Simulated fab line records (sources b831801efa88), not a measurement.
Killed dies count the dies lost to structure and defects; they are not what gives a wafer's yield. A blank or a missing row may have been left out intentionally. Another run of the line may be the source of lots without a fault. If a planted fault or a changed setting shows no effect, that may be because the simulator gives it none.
Split-lot study :: flow sfqLine :: on a route of 325 steps: 5 lots, 23 wafers read

THE SPLIT ITSELF
At SFQ_TRILAYER_M4_LITHO_COAT_098 (resist thk 62 nm), the setting resistThkNm was moved away from the recipe's 62 nm on 10 of the 23 wafers read, by -2.8% to +5.2%. For the rest of the wafers, this setting stayed at what the recipe calls for.

No step appears in the file between the split and the reading.

THE READING
etch.depthNm (the simulator's own value, which no gauge read), in nm, at SFQ_TRILAYER_M4_BARC_OPEN_METAL_ETCH_123 (etches BARC in O2, target depth 125 nm, time 41.7 s). The file gives no usual value for it. Here, 13 wafers ran the recipe; their average is 62.11 nm with a standard deviation of 0.21 nm.

wafer: L076.1
tool, chamber at the split: lithoTrack-02, 0
resistThkNm as run, nm: 60.28
against the recipe: -2.8%
etch.depthNm, nm: 60.38
against lot-mates on the recipe: -1.59

wafer: L076.2
tool, chamber at the split: lithoTrack-02, 0
resistThkNm as run, nm: 62
against the recipe: recipe
etch.depthNm, nm: 61.93
against lot-mates on the recipe: -

wafer: L076.3
tool, chamber at the split: lithoTrack-02, 0
resistThkNm as run, nm: 62
against the recipe: recipe
etch.depthNm, nm: 62.01
against lot-mates on the recipe: -

wafer: L076.4
tool, chamber at the split: lithoTrack-02, 0
resistThkNm as run, nm: 60.28
against the recipe: -2.8%
etch.depthNm, nm: 60.28
against lot-mates on the recipe: -1.69

wafer: L076.5
tool, chamber at the split: lithoTrack-02, 0
resistThkNm as run, nm: 60.28
against the recipe: -2.8%
etch.depthNm, nm: 60.16
against lot-mates on the recipe: -1.81

wafer: L077.1
tool, chamber at the split: lithoTrack-02, 0
resistThkNm as run, nm: 62
against the recipe: recipe
etch.depthNm, nm: 61.85
against lot-mates on the recipe: -

wafer: L077.2
tool, chamber at the split: lithoTrack-02, 0
resistThkNm as run, nm: 61.07
against the recipe: -1.5%
etch.depthNm, nm: 60.9
against lot-mates on the recipe: -0.92

wafer: L077.3
tool, chamber at the split: lithoTrack-02, 0
resistThkNm as run, nm: 62
against the recipe: recipe
etch.depthNm, nm: 61.86
against lot-mates on the recipe: -

wafer: L077.4
tool, chamber at the split: lithoTrack-02, 0
resistThkNm as run, nm: 61.07
against the recipe: -1.5%
etch.depthNm, nm: 60.8
against lot-mates on the recipe: -1.02

wafer: L077.6
tool, chamber at the split: lithoTrack-02, 0
resistThkNm as run, nm: 62
against the recipe: recipe
etch.depthNm, nm: 61.75
against lot-mates on the recipe: -

wafer: L080.1
tool, chamber at the split: lithoTrack-03, 0
resistThkNm as run, nm: 62
against the recipe: recipe
etch.depthNm, nm: 62.41
against lot-mates on the recipe: -

wafer: L080.3
tool, chamber at the split: lithoTrack-03, 0
resistThkNm as run, nm: 62
against the recipe: recipe
etch.depthNm, nm: 62.25
against lot-mates on the recipe: -

wafer: L080.6
tool, chamber at the split: lithoTrack-03, 0
resistThkNm as run, nm: 62
against the recipe: recipe
etch.depthNm, nm: 62.29
against lot-mates on the recipe: -

wafer: L083.1
tool, chamber at the split: lithoTrack-03, 0
resistThkNm as run, nm: 62
against the recipe: recipe
etch.depthNm, nm: 62.35
against lot-mates on the recipe: -

wafer: L083.3
tool, chamber at the split: lithoTrack-03, 0
resistThkNm as run, nm: 65.22
against the recipe: +5.2%
etch.depthNm, nm: 65.28
against lot-mates on the recipe: +2.96

wafer: L083.4
tool, chamber at the split: lithoTrack-03, 0
resistThkNm as run, nm: 62
against the recipe: recipe
etch.depthNm, nm: 62.33
against lot-mates on the recipe: -

wafer: L083.5
tool, chamber at the split: lithoTrack-03, 0
resistThkNm as run, nm: 65.22
against the recipe: +5.2%
etch.depthNm, nm: 65.35
against lot-mates on the recipe: +3.03

wafer: L083.6
tool, chamber at the split: lithoTrack-03, 0
resistThkNm as run, nm: 62
against the recipe: recipe
etch.depthNm, nm: 62.28
against lot-mates on the recipe: -

wafer: L084.1
tool, chamber at the split: lithoTrack-03, 0
resistThkNm as run, nm: 62
against the recipe: recipe
etch.depthNm, nm: 62.1
against lot-mates on the recipe: -

wafer: L084.2
tool, chamber at the split: lithoTrack-03, 0
resistThkNm as run, nm: 60.56
against the recipe: -2.3%
etch.depthNm, nm: 60.56
against lot-mates on the recipe: -1.49

wafer: L084.4
tool, chamber at the split: lithoTrack-03, 0
resistThkNm as run, nm: 60.56
against the recipe: -2.3%
etch.depthNm, nm: 60.78
against lot-mates on the recipe: -1.27

wafer: L084.5
tool, chamber at the split: lithoTrack-03, 0
resistThkNm as run, nm: 62
against the recipe: recipe
etch.depthNm, nm: 62.01
against lot-mates on the recipe: -

wafer: L084.6
tool, chamber at the split: lithoTrack-03, 0
resistThkNm as run, nm: 60.56
against the recipe: -2.3%
etch.depthNm, nm: 60.7
against lot-mates on the recipe: -1.35

THE FIT
A straight line over all 23 wafers: etch.depthNm changes by +0.635 nm for each +1% of resistThkNm; r = +0.99; the points scatter about the line by 0.2 nm.
The same after taking each lot's own level away (the mean of its wafers on the recipe; 23 wafers): +0.589 nm for each +1%; r = +1.00; scatter 0.073 nm.
The reading moves by 3.1 nm for the largest change in resistThkNm, on that fit.
Across the lots, their own levels run from 61.820 to 62.320 nm, a range of 2.3 times the standard deviation given above.
The two slopes agree, so the slope changes little with the lot-to-lot level.
Check: for one of the wafers moved furthest among these (+5.2%), held out of the fit, the line's prediction against its lot-mates is +3.08 nm. It came out at +2.96 nm against them.

OTHER SPLITS APPLIED TO THESE WAFERS
Before the reading, these wafers also passed through other splits. Each is held against what the fit with the lots' levels taken away leaves over:
other split on the same wafers: SFQ_TRILAYER_M2_LITHO_COAT_062 resistThkNm
wafers away from the commonest value: 10
r with etch.depthNm (lot level and that fit taken away): -0.25

other split on the same wafers: SFQ_TRILAYER_M2_BARC_OPEN_METAL_ETCH_077 timeS
wafers away from the commonest value: 8
r with etch.depthNm (lot level and that fit taken away): -0.18

other split on the same wafers: SFQ_TRILAYER_I2_VIA_LITHO_EXPOSE_068 doseMj
wafers away from the commonest value: 7
r with etch.depthNm (lot level and that fit taken away): +0.47

other split on the same wafers: SFQ_TRILAYER_M3_LITHO_COAT_075 resistThkNm
wafers away from the commonest value: 8
r with etch.depthNm (lot level and that fit taken away): +0.16

other split on the same wafers: SFQ_TRILAYER_M3_LITHO_EXPOSE_076 doseMj
wafers away from the commonest value: 10
r with etch.depthNm (lot level and that fit taken away): +0.39

other split on the same wafers: SFQ_TRILAYER_M3_ETCH_METAL_ETCH_078 timeS
wafers away from the commonest value: 7
r with etch.depthNm (lot level and that fit taken away): +0.21

other split on the same wafers: SFQ_TRILAYER_I3_VIA_LITHO_PEB_088 pebTempC
wafers away from the commonest value: 5
r with etch.depthNm (lot level and that fit taken away): -0.17

other split on the same wafers: SFQ_TRILAYER_I3_VIA_BARC_OPEN_VIA_ETCH_121 biasW
wafers away from the commonest value: 5
r with etch.depthNm (lot level and that fit taken away): +0.08

THE WHOLE CHAIN: every reading that the file lists as answering this split, in the file's order
step: SFQ_TRILAYER_M4_LITHO_COAT_098
what it does: resist thk 62 nm
reading: BARC_of_TRILAYER_M4_LITHO_COAT_098.thkNm (the simulator's own value, which no gauge read)
change (the file's fit): +0.589 nm for each +1% of the setting
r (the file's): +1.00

step: SFQ_TRILAYER_M4_BARC_OPEN_METAL_ETCH_123
what it does: etches BARC in O2, target depth 125 nm, time 41.7 s
reading: etch.depthNm (the simulator's own value, which no gauge read)
change (the file's fit): +0.589 nm for each +1% of the setting
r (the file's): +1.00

FILE'S OWN FIT
etch.depthNm changes by +0.589 nm for each +1% of resistThkNm, r = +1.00.
